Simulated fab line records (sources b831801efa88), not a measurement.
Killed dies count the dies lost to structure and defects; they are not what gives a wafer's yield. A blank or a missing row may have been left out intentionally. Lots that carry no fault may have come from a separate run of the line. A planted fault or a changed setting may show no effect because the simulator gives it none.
A struck lot beside a sound one :: flow gf180mcu :: 27 steps out of a route of 602
Sound: these wafers, L216.1, L216.4, L216.5. Wafers struck: L223.1, L223.2, L223.5. Last of all comes the cause.
Each step with rows lists, per side, the tool, then ch with its chambers, then its first start. Under that, the readings that differ: sound wafers :: struck wafers :: difference of the means :: sigmas: that difference in standard deviations of wafers without a fault.
alike: readings whose means differ by less than 2 such deviations, and words and numbers that are the same on both sides. not compared: withheld readings, readings that some wafer has no value for, bounds like >300 that may hide the same value, and numbers for which the record gives no deviation and whose values overlap.
Wherever a step has rows on one side only, a row that says differs or no value, or a row with sigmas, the two part there. Numbers that have no deviation but don't overlap get no sigmas and don't part them. A reading missing from all wafers of one side parts the sides only when that side holds two or more wafers.

GF_LVPWELL_STRIP_10: strips in O2/N2.
  sound on plasma_asher-03 ch 0,1, day 3 20:27; struck on plasma_asher-02 ch 0,1, day 5 12:27
  alike: chamber_pressure_mTorr, drypump_motor_current_A, heater_power_w, oes_product_au, strip_time_to_endpoint_s
  not compared: rf_hours_counter_h
GF_LVPWELL_TW_MEAS_11:
  struck on film_metro-04, day 5 12:33; sound on film_metro-04, day 3 20:33
  alike: LVPWELL_TW
then, 7 steps without rows for these wafers: GF_MVSD_DEHYDRATE_00 (time 60 s); GF_MVSD_HMDS_01 (prime time 60 s); GF_MVSD_COAT_02 (resist thk 3000 nm); GF_MVSD_SOFTBAKE_03; GF_MVSD_EXPOSE_04 (exposes mask MVSD, target cd 1000 nm); GF_MVSD_PEB_05; GF_MVSD_DEVELOP_06 (develop time 61.22 s).
GF_MVSD_OVL_MEAS_07:
  struck on overlay-02, day 6 02:22; sound on overlay-01, day 4 09:26
  alike: MVSD_OVL
then, 2 steps without rows for these wafers: GF_MVSD_IMPLANT_08; GF_MVSD_IMPLANT_09.
GF_MVSD_STRIP_10: strips in O2/N2.
  sound on plasma_asher-01 ch 1, day 4 09:46; struck on plasma_asher-02 ch 0,1, day 6 02:43
  no value came back on the struck wafers for any of 5 readings (chamber_pressure_mTorr (mTorr), drypump_motor_current_A (A) and others); on the sound wafers chamber_pressure_mTorr (mTorr) reads 1499.7 1498.7 1502.5
reading: model.coat_of_MVSD_COAT_02.thk_nm (nm)
sound: 0 0 0
struck: 3001 3000 3002
difference: +3001
sigmas: 
  not compared: rf_hours_counter_h
GF_MVSD_TW_MEAS_11:
  struck on film_metro-04, day 6 02:49; sound on film_metro-04, day 4 09:52
  alike: MVSD_TW
then, 7 steps without rows for these wafers: GF_MVPSD_DEHYDRATE_00 (time 60 s); GF_MVPSD_HMDS_01 (prime time 60 s); GF_MVPSD_COAT_02 (resist thk 3000 nm); GF_MVPSD_SOFTBAKE_03; GF_MVPSD_EXPOSE_04 (exposes mask MVPSD, target cd 1000 nm); GF_MVPSD_PEB_05; GF_MVPSD_DEVELOP_06 (develop time 60 s).
GF_MVPSD_OVL_MEAS_07:
  struck on overlay-01, day 6 17:28; sound on overlay-02, day 4 23:58
  alike: MVPSD_OVL
then, 2 steps without rows for these wafers: GF_MVPSD_IMPLANT_08; GF_MVPSD_IMPLANT_09.
GF_MVPSD_STRIP_10: strips in O2/N2.
  sound on plasma_asher-02 ch 0,1, day 5 00:18; struck on plasma_asher-03 ch 0,1, day 6 17:48
reading: oes_product_au (a.u.)
sound: 0.727 0.716 0.725
struck: 0.741 0.747 0.736
difference: +0.019
sigmas: +4

reading: strip_time_to_endpoint_s (s)
sound: 36.96 36.99 36.91
struck: 81.14 81.25 81.19
difference: +44.24
sigmas: +99 or more
  alike: chamber_pressure_mTorr, drypump_motor_current_A, heater_power_w
  not compared: rf_hours_counter_h
GF_MVPSD_TW_MEAS_11:
  struck on film_metro-02, day 6 17:54; sound on film_metro-01, day 5 00:24
reading: MVPSD_TW
sound: 560 555 558
struck: 31 30 30
difference: -527
sigmas: -99 or more
then, 1 step without rows for these wafers: GF_VT_IMPLANT_DEHYDRATE_00 (time 60 s).

WHERE THEY PART
Earliest at GF_MVSD_STRIP_10; latest, in this record, at GF_MVPSD_TW_MEAS_11.

WHY: what had been put in by the simulator
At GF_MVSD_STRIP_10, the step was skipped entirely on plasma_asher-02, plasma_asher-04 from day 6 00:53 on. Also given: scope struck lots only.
